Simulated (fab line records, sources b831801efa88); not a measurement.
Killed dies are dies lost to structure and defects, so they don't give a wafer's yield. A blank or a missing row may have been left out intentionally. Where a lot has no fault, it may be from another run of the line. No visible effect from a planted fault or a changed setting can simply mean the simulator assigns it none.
Code-filled problem report in 8D (eight disciplines) form + flow gf180mcu + the parts of the form that need people (team, actions taken, sign-off) are left out

1. PROBLEM STATEMENT
CONTACT_W_RS at GF_CONTACT_RS_MEAS_25 reads a mean of 0.423 ohm/sq on 3 wafers of 3 lots; wafers without a fault read 0.378 ohm/sq with a standard deviation of 0.0044. Measured from the usual mean, that is +10 standard deviations.
The step: measures by four-point-probe.
First observed at day 17 02:08: wafer L173.4, on film_metro-02. The record holds 41 wafers of 14 lots with a number at this step. Rule for "out" (also "out of limits"): further than 4 standard deviations from the usual mean. Any other wafer with a number is counted as sound.

2. WHAT IT IS; WHAT IT IS NOT
| question                    | is                                          | is not                                                                                                                          |
|-----------------------------|---------------------------------------------|---------------------------------------------------------------------------------------------------------------------------------|
| which readings at this step | CONTACT_W_RS                                | -                                                                                                                               |
| which lots                  | L173, L175, L176                            | L169, L170, L181, L182, L183, L184, L186, L187, L188, L189, L190                                                                |
| which wafers of those lots  | L173.4, L175.4, L176.5                      | L173.3, L173.6, L175.1, L175.3, L176.1                                                                                          |
| read on which gauges        | film_metro-01, film_metro-02, film_metro-03 | -                                                                                                                               |
| when                        | from day 17 02:08                           | up to then (8 sound wafers); but 30 sound wafers of L175, L176, L181, L182, L183, L184, L186, L187, L188, L189, L190 came after |

3. SUSPECTS, AND WHAT RULES EACH OUT
Counting: if a tool at a process step up to the reading ran every lot that is out, it stays a suspect. Sound lots after the first of them don't rule it out here, since some wafers of a struck lot are sound.
- the gauge at GF_CONTACT_RS_MEAS_25: ruled out. The wafers that are out were read on 3 gauges (film_metro-01, film_metro-02, film_metro-03).
- cvd_w-02 at GF_CONTACT_CVD_24 (deposits W, target thk 300 nm, time 90.339 s): kept. It ran every lot that is out, first L173 (day 17 01:58); its last sound lot up to then is L170 (day 16 18:50).
After counting, what remains is cvd_w-02 at GF_CONTACT_CVD_24.

4. THE CAUSE (what the simulator had put in)
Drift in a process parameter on cvd_w-02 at GF_CONTACT_CVD_24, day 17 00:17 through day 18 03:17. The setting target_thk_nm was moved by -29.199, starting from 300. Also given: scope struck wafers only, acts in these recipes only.
The count eliminated every tool but this one.

5. THE CHAIN OF EFFECTS, in route order
One row per reading whose mean, taken over the struck wafers that have a number, lies over 3 standard deviations from the usual. Only readings whose record carries a usual standard deviation are examined. hours: median over the lots of the time between each lot's start at the first step of this table that gives one and its start at this step. sigmas: the change, counted in usual standard deviations.
| hours | step                   | reading       | usual        | on struck wafers | change | sigmas |
|-------|------------------------|---------------|--------------|------------------|--------|--------|
| 0     | GF_CONTACT_RS_MEAS_25  | CONTACT_W_RS  | 0.378 ohm/sq | 0.423            | +0.045 | +10    |
| 0     | GF_CONTACT_THK_MEAS_26 | CONTACT_W_THK | 301 nm       | 268              | -33    | -7.0   |

6. WHAT WOULD HAVE CAUGHT IT SOONER
2 hours passed between the start of the fault at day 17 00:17 and the first reading out of limits at a measuring or inspecting step in this record, taken at day 17 02:08.
No tool reading at GF_CONTACT_CVD_24 that has a usual standard deviation in the record was out on any struck wafer, so an alarm limit of 4 standard deviations on those readings would not have fired.
Of the lots that are out (3), L175, L176 began GF_CONTACT_CVD_24 on cvd_w-02 after day 17 02:08. A hold on the tool at that time would have spared those 2.
